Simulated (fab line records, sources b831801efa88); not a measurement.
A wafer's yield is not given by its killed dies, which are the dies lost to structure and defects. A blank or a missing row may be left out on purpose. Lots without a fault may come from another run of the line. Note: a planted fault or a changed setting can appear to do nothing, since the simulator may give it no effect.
Chamber matching | flow gf180mcu | GF_V3_ETCH_16 on rie_diel-03: 4 sister chambers
The step etches BARC in N2/H2. 8 wafers are shown with their chamber, then 11 later ones without.

== WAFERS PAIRED WITH THEIR CHAMBERS ==
wafer  | chamber | drypump_motor_current_A (A) | throttle_valve_pct (%)
L082.4 | 2       | 6.4                         | 13.210
L084.6 | 2       | 6.3                         | 13.226
L089.5 | 3       | 5.1                         | 13.219
L089.6 | 0       | 5.1                         | 13.224
L093.2 | 3       | 5.1                         | 13.221
L093.3 | 1       | 6.0                         | 13.218
L093.4 | 0       | 5.1                         | 13.225
L094.2 | 1       | 6.1                         | 13.231

== WAFERS WITH NO CHAMBER GIVEN ==
wafer  | drypump_motor_current_A (A) | throttle_valve_pct (%)
L094.5 | 6.4                         | 13.247
L094.6 | 5.1                         | 13.210
L096.1 | 6.1                         | 13.238
L096.3 | 5.1                         | 13.217
L096.5 | 6.3                         | 13.233
L097.1 | 5.1                         | 13.233
L097.2 | 6.3                         | 13.218
L097.3 | 5.1                         | 13.213
L097.4 | 6.1                         | 13.223
L097.5 | 6.3                         | 13.230
L097.6 | 5.1                         | 13.222

== CHAMBER TAKEN BY EACH ==
wafer  | from the rows above     | in truth
L094.5 | 2                       | 2
L094.6 | can't be placed: 3 or 0 | 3
L096.1 | 1                       | 1
L096.3 | can't be placed: 3 or 0 | 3
L096.5 | 2                       | 2
L097.1 | can't be placed: 0 or 3 | 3
L097.2 | 2                       | 2
L097.3 | can't be placed: 3 or 0 | 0
L097.4 | 1                       | 1
L097.5 | 2                       | 2
L097.6 | can't be placed: 3 or 0 | 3
Correct placement for 6 of the 11. Not placeable from these rows: 5 (in 5, the candidates include the true chamber). Placed wrongly: 0.
How it was worked out, from the rows above alone: a wafer's distance from a chamber is the root of the sum, over the readings, of the square of ((its reading less the chamber's mean) divided by the reading's scatter). The wafer belongs to the nearest chamber; if the next one is less than 2 further off, it can't be placed. The mean given for a chamber averages the wafers shown for that chamber. The scatter is the square root of a quotient: the sum, over the shown wafers, of each reading's squared deviation from its chamber's mean, divided by wafers minus chambers.
